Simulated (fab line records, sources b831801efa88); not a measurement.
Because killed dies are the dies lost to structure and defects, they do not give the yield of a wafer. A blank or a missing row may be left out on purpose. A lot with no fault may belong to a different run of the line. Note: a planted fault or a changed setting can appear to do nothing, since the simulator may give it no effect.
Chamber matching -- flow sky130 -- pecvd-03 running SKY_CAPM_CVD_00: 3 sister chambers
The step deposits SiO2, target thk 15.5 nm. 3 wafers are shown with their chamber, then 12 later ones without.

WAFERS WITH THEIR CHAMBER
wafer,chamber,heater_power_w (W)
L084.6,0,677
L085.3,1,550
L085.4,2,684

WAFERS MISSING THEIR CHAMBER
wafer,heater_power_w (W)
L089.1,586
L089.4,717
L089.6,573
L091.1,775
L091.2,712
L091.5,617
L092.2,617
L092.4,606
L092.5,606
L094.1,789
L094.4,790
L094.5,694

EACH ONE'S CHAMBER
wafer,from the rows above,in truth
L089.1,can't be placed: 1 or 0 or 2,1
L089.4,can't be placed: 2 or 0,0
L089.6,can't be placed: 1 or 0 or 2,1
L091.1,can't be placed: 2 or 0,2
L091.2,can't be placed: 2 or 0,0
L091.5,can't be placed: 0 or 1 or 2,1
L092.2,can't be placed: 0 or 1 or 2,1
L092.4,can't be placed: 1 or 0 or 2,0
L092.5,can't be placed: 1 or 0 or 2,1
L094.1,can't be placed: 2 or 0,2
L094.4,can't be placed: 2 or 0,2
L094.5,can't be placed: 2 or 0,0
Placed correctly: 0 of 12. Unplaceable from these rows: 12, with the true chamber sitting among the candidates in 12. Wrongly placed: 0.
How it was worked out, from the rows above alone: a wafer's distance from a chamber is the root of the sum, over the readings, of the square of ((its reading less the chamber's mean) divided by the reading's scatter). The wafer belongs to the nearest chamber; if the next one is less than 2 further off, it can't be placed. The mean given for a chamber averages the wafers shown for that chamber. The scatter: root of mean squared gap, hidden wafer to nearest shown wafer, with one shown wafer a chamber.
